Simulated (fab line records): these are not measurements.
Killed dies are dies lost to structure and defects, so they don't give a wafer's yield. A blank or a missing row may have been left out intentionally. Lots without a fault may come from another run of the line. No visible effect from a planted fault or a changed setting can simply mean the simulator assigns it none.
fab line records	flow sky130
[record] lots = 12	wafers = 36	last-day = 50
route steps=708 shown VT_ADJUST_LVTN@115 SPACER@305 POLY_CUT@316 LI_CONTACT@376 PAD_OPEN@708
lots that met no fault: taken from a fault-free run of the same line
start-h: the number of hours between the record's first day and the start of the first shown wafer of the lot	wait-h: hours elapsed since this lot's preceding step	" as in the row above	L1.1+2: one row covering several wafers at once	- no value, or no start was given	* or withheld: withheld	< > ~ a bound
route shown NAME@n: names a module that has steps shown in the file, with the first one's number in the route	usual: the fault-free wafers' mean and standard deviation	same: alike in all rows	chamber/n: place in a boat	sites: readings site by site	_std_site: their standard deviation	_edge_site: mean of outer sites minus mean of inner sites	radius-mm: how far each site lies from the wafer's centre	mask NAME#n: copy n	behind: the most recent tool/chamber to have shaped the wafer	hold: cause of the lot's hold/its duration in hours/its outcome	device: the transistor (n, p or np) that didn't switch	end of line: tests run on the same wafers once the route is complete	a step without rows: its recipe alone	killed: count of dies lost to structure and defects at first sort (not the wafer's yield)	map: shows each die of a wafer: x if killed, . if not, _ if none is there
set.NAME: setting as actually run; set.NAME@STEP: the setting as run at that earlier step	model.NAME: the simulator's own value behind a step, which no gauge read
route steps across a sampled set of lots; one table per step, one row per wafer
services: from which hour (start-h, from the record's first day; less than 0 if before it) a tool's chamber was out of use, for how many hours, and why
[[steps]]
[step SKY_VT_ADJUST_LVTN_OVL_MEAS_18]
[usual] VT_ADJUST_LVTN_01_OVL = -0.8/1.5
lot.wafer	tool	chamber	start-h	wait-h	VT_ADJUST_LVTN_01_OVL[nm]
L478.1	overlay-02	-	167.03	0.1	-1.0
L478.4	"	-	"	"	-0.4
L478.6	"	-	"	"	1.2
L479.3	overlay-02	-	167.94	0.1	1.5
L479.5	"	-	"	"	-0.9
L479.6	"	-	"	"	0.6
L480.4	overlay-02	-	174.69	0.1	-0.5
L480.5	"	-	"	"	0.5
L480.6	"	-	"	"	-0.8
L481.1	overlay-02	-	182.37	0.1	0.2
L481.4	"	-	"	"	2.0
L481.6	"	-	"	"	-0.7
L488.2	overlay-01	-	227.88	0.1	-2.2
L488.5	"	-	"	"	-0.4
L488.6	"	-	"	"	-0.9
L490.4	overlay-02	-	244.79	0.1	1.6
L490.5	"	-	"	"	0.8
L490.6	"	-	"	"	0.7
L491.1	overlay-01	-	251.68	0.1	-1.7
L491.2	"	-	"	"	-1.3
L491.6	"	-	"	"	-1.2
L494.1	overlay-01	-	275.27	0.1	-2.5
L494.2	"	-	"	"	-0.7
L494.4	"	-	"	"	-2.5
L495.4	overlay-01	-	279.49	0.1	-2.2
L495.5	"	-	"	"	-1.4
L495.6	"	-	"	"	-0.1
L496.2	overlay-02	-	285.57	0.1	-3.2
L496.5	"	-	"	"	-1.3
L496.6	"	-	"	"	-1.8
L499.1	overlay-02	-	311.57	0.1	-1.3
L499.3	"	-	"	"	-0.8
L499.5	"	-	"	"	0.6
L501.2	overlay-02	-	318.53	0.1	-3.0
L501.3	"	-	"	"	-3.6
L501.6	"	-	"	"	-4.4
[step SKY_SPACER_THK_MEAS_01]
[recipe] reads = Si3N4_of_SPACER_CVD_00
[usual] SPACER_CVD_00_THK = 43.2/0.31
lot.wafer	tool	chamber	start-h	wait-h	hold	SPACER_CVD_00_THK[nm]
L478.1	film-metro-03	-	529.57	0.0	-	43.1
L478.4	"	-	"	"	-	43.1
L478.6	"	-	"	"	-	43.1
L479.3	film-metro-02	-	534.56	0.0	-	42.4
L479.5	"	-	"	"	-	43.0
L479.6	"	-	"	"	-	42.9
L480.4	film-metro-04	-	541.41	0.0	-	42.6
L480.5	"	-	"	"	-	43.2
L480.6	"	-	"	"	-	42.9
L481.1	film-metro-03	-	561.78	0.0	-	43.5
L481.4	"	-	"	"	-	43.7
L481.6	"	-	"	"	-	43.7
L488.2	film-metro-04	-	628.06	0.0	await-dispo/0.2h/release	44.9
L488.5	"	-	"	"	await-dispo/0.2h/release	44.7
L488.6	"	-	"	"	await-dispo/0.2h/release	44.6
L488.2	film-metro-04	-	628.29	0.2	-	45.0
L488.5	"	-	"	"	-	44.7
L488.6	"	-	"	"	-	44.6
L490.4	film-metro-04	-	639.71	0.0	await-dispo/0.2h/release	44.2
L490.5	"	-	"	"	await-dispo/0.2h/release	44.7
L490.6	"	-	"	"	await-dispo/0.2h/release	44.4
L490.4	film-metro-04	-	639.93	0.2	-	44.3
L490.5	"	-	"	"	-	44.8
L490.6	"	-	"	"	-	44.5
L491.1	film-metro-04	-	646.05	0.0	await-dispo/0.2h/release	44.3
L491.2	"	-	"	"	await-dispo/0.2h/release	44.0
L491.6	"	-	"	"	await-dispo/0.2h/release	44.7
L491.1	film-metro-04	-	646.27	0.2	-	44.2
L491.2	"	-	"	"	-	44.0
L491.6	"	-	"	"	-	44.7
L494.1	film-metro-03	-	670.77	0.0	-	43.3
L494.2	"	-	"	"	-	43.5
L494.4	"	-	"	"	-	43.2
L495.4	film-metro-03	-	685.06	0.0	-	43.1
L495.5	"	-	"	"	-	43.4
L495.6	"	-	"	"	-	43.3
L496.2	film-metro-03	-	688.42	0.0	-	42.9
L496.5	"	-	"	"	-	43.0
L496.6	"	-	"	"	-	42.8
L499.1	film-metro-02	-	710.78	0.1	-	42.9
L499.3	"	-	"	"	-	43.3
L499.5	"	-	"	"	-	43.2
L501.2	film-metro-03	-	713.30	0.0	-	43.6
L501.3	"	-	"	"	-	43.5
L501.6	"	-	"	"	-	43.2
[step SKY_POLY_CUT_OVL_MEAS_09]
[usual] POLY_CUT_OVL = -1/5.7
lot.wafer	tool	chamber	start-h	wait-h	POLY_CUT_OVL[nm]
L478.1	overlay-02	-	560.00	0.1	-9
L478.4	"	-	"	"	1
L478.6	"	-	"	"	-2
L479.3	overlay-01	-	565.25	0.1	3
L479.5	"	-	"	"	1
L479.6	"	-	"	"	-7
L480.4	overlay-02	-	571.51	0.1	0
L480.5	"	-	"	"	-2
L480.6	"	-	"	"	3
L481.1	overlay-01	-	591.14	0.1	7
L481.4	"	-	"	"	12
L481.6	"	-	"	"	13
L488.2	overlay-01	-	657.01	0.1	-2
L488.5	"	-	"	"	1
L488.6	"	-	"	"	3
L490.4	overlay-02	-	668.81	0.1	-1
L490.5	"	-	"	"	-8
L490.6	"	-	"	"	0
L491.1	overlay-02	-	674.14	0.1	-7
L491.2	"	-	"	"	-11
L491.6	"	-	"	"	-12
L494.1	overlay-01	-	706.36	8.0	5
L494.2	"	-	"	"	7
L494.4	"	-	"	"	-2
L495.4	overlay-02	-	707.47	0.1	5
L495.5	"	-	"	"	-3
L495.6	"	-	"	"	2
L496.2	overlay-01	-	708.94	0.1	-5
L496.5	"	-	"	"	-1
L496.6	"	-	"	"	1
L499.1	overlay-02	-	736.36	0.1	2
L499.3	"	-	"	"	8
L499.5	"	-	"	"	5
L501.2	overlay-01	-	741.24	0.1	-1
L501.3	"	-	"	"	-11
L501.6	"	-	"	"	-5
[step SKY_LI_CONTACT_ETCH_14]
[recipe] chemistry = N2/H2	target = BARC	ion-energy-ev = 200	source-w = 500	bias-w = 100	pressure-mtorr = 30	n2-flow-sccm = 100	h2-flow-sccm = 200	stop-on = SiO2	time-s = 45.9	target-depth-a = 600
[usual] drypump-motor-current-A = 5.6/0.4	oes-product-au = 0.854/0.0046	throttle-valve-pct = 13.225/0.0085
lot.wafer	tool	chamber	start-h	wait-h	drypump-motor-current-A	oes-product-au	rf-hours-counter-h	throttle-valve-pct
L478.1	rie-diel-01	2	678.19	0.0	6.2	0.861	4	13.217
L478.4	"	3	"	"	6.0	0.850	13	13.220
L478.6	"	3	"	"	6.0	0.859	-	13.217
L479.3	rie-diel-04	2	681.84	0.0	5.0	0.859	8	13.218
L479.5	"	0	"	"	5.5	0.862	-	13.231
L479.6	"	3	"	"	5.8	0.855	-	13.236
L480.4	rie-diel-01	2	705.75	0.0	6.2	0.854	4	13.226
L480.5	"	0	"	"	5.4	0.856	-	13.228
L480.6	"	1	"	"	5.4	0.849	-	13.224
L481.1	rie-diel-01	2	706.87	0.0	6.2	0.853	4	13.243
L481.4	"	3	"	"	6.1	0.846	13	13.219
L481.6	"	1	"	"	5.4	0.851	-	13.234
L488.2	rie-diel-01	0	761.14	0.0	5.5	0.850	7	13.229
L488.5	"	0	"	"	5.5	0.851	-	13.229
L488.6	"	3	"	"	6.1	0.847	-	13.219
L490.4	rie-diel-03	3	779.32	0.0	5.9	0.845	13	13.231
L490.5	"	1	"	"	4.9	0.848	-	13.209
L490.6	"	2	"	"	5.6	0.857	-	13.220
L491.1	rie-diel-01	0	785.72	0.0	5.5	0.848	8	13.237
L491.2	"	2	"	"	6.2	0.858	6	13.213
L491.6	"	0	"	"	5.4	0.851	-	13.219
L494.1	rie-diel-03	3	806.62	0.0	5.9	0.854	14	13.215
L494.2	"	1	"	"	5.0	0.853	21	13.233
L494.4	"	2	"	"	5.6	0.855	6	13.219
L495.4	rie-diel-04	0	810.12	0.0	5.5	0.861	2	13.219
L495.5	"	0	"	"	5.5	0.862	-	13.230
L495.6	"	1	"	"	5.7	0.856	-	13.220
L496.2	rie-diel-03	0	813.44	0.0	4.9	0.850	4	13.237
L496.5	"	3	"	"	5.9	0.853	-	13.211
L496.6	"	2	"	"	5.6	0.848	-	13.230
L499.1	rie-diel-04	1	845.49	0.0	5.7	0.857	9	13.236
L499.3	"	0	"	"	5.5	0.860	3	13.223
L499.5	"	1	"	"	5.7	0.859	-	13.233
L501.2	rie-diel-01	0	850.24	0.0	5.4	0.855	10	13.219
L501.3	"	2	"	"	6.2	0.854	7	13.213
L501.6	"	0	"	"	5.4	0.851	-	13.232
[step SKY_PAD_OPEN_PROBE_99]
[usual] killed_at_M0_to_M3 = 43/7.2	killed_at_M4_up = 3.5/2	killed-at-contacts = 24/5.2	killed-at-front-end = 15/4.4	killed-at-other = 0.2/0.48	killed-dies = 85/9.4	killed-open = 46/7.3	killed-short = 39/6.1
[same] gross-dies = 492	killed-at-back-side = 0
lot.wafer	tool	chamber	start-h	wait-h	killed_at_M0_to_M3	killed_at_M4_up	killed-at-contacts	killed-at-front-end	killed-at-other	killed-dies	killed-open	killed-short
L490.4	prober-01	-	1149.00	0.2	58	1	27	18	0	104	59	45
L490.5	prober-01	-	1149.05	0.2	34	7	28	12	0	81	49	32
L490.6	prober-01	-	1149.10	0.2	56	9	26	22	0	113	61	52
// killed by level:class
L490.4 VIA1:geometric-particle:open=20 CONTACT:geometric-particle:open=12 VIA1:geometric-particle:short=9 LI_CONTACT:geometric-particle:open=8 POLY_GATE:geometric-particle:short=7 METAL2:geometric-particle:short=6 VIA3:geometric-particle:open=6 VIA2:geometric-particle:short=4
L490.5 CONTACT:geometric-particle:open=10 VIA1:geometric-particle:open=9 LI_CONTACT:geometric-particle:open=8 METAL1:geometric-particle:short=7 FIELD_ISO:geometric-particle:open=6 METAL4:geometric-particle:short=6 VIA2:geometric-particle:open=6 VIA3:geometric-particle:open=6
L490.6 VIA2:geometric-particle:open=11 VIA1:geometric-particle:open=10 LI_CONTACT:geometric-particle:open=9 VIA3:geometric-particle:open=9 POLY_GATE:geometric-particle:short=7 METAL4:geometric-particle:short=7 VIA1:geometric-particle:short=7 FIELD_ISO:geometric-particle:short=6
[[services]]
tool	chamber	start-h	hours	kind
rie-diel-03	-	669.25	14.6	pm
rie-diel-01	0	687.32	6.8	repair
rie-diel-04	0	697.47	11.5	repair
rie-diel-01	-	709.91	2.8	pm
rie-diel-04	0	712.32	-	clean
rie-diel-04	0	712.32	19.4	scheduled-down
rie-diel-04	0	712.32	19.4	vent-cycle
rie-diel-03	2	728.26	7.5	repair
rie-diel-04	1	744.40	9.1	repair
rie-diel-01	0	767.76	4.2	repair
rie-diel-01	2	806.97	22.0	repair
rie-diel-04	1	807.96	1.3	repair
rie-diel-01	1	840.52	-	clean
rie-diel-01	1	840.52	23.4	scheduled-down
rie-diel-01	1	840.52	23.4	vent-cycle
rie-diel-04	2	846.26	4.9	repair
rie-diel-04	-	849.29	0.1	repair
[[key]]
[first-sign] step = SKY_SPACER_THK_MEAS_01	reading = visit	direction = added
[effect] step = SKY_SPACER_THK_MEAS_01	reading = SPACER_CVD_00_THK	direction = up	sigmas = 4.1	usual = 43.2	struck = 44.5
met-at SKY_SPACER_THK_MEAS_01
struck-lots L488,L490,L491
tester-left-out L488,L490,L491
not-acting-at SKY_VT_ADJUST_LVTN_OVL_MEAS_18,SKY_POLY_CUT_OVL_MEAS_09,SKY_LI_CONTACT_ETCH_14
onset-between 541.41 628.06
[fault] kind = metrology-matching-offset	tool = film-metro-04	chamber = -	onset-h = 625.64	steps = SKY_SPACER_THK_MEAS_01	param = thk-nm	offset = 1.5806
// tester-left-out: of these lots the tester's yield and bins aren't shown, on N5 and GAA mostly nor the transistor test; their killed dies are dies lost to structure and defects alone, not to doping, threshold or leakage, so they don't give the yield
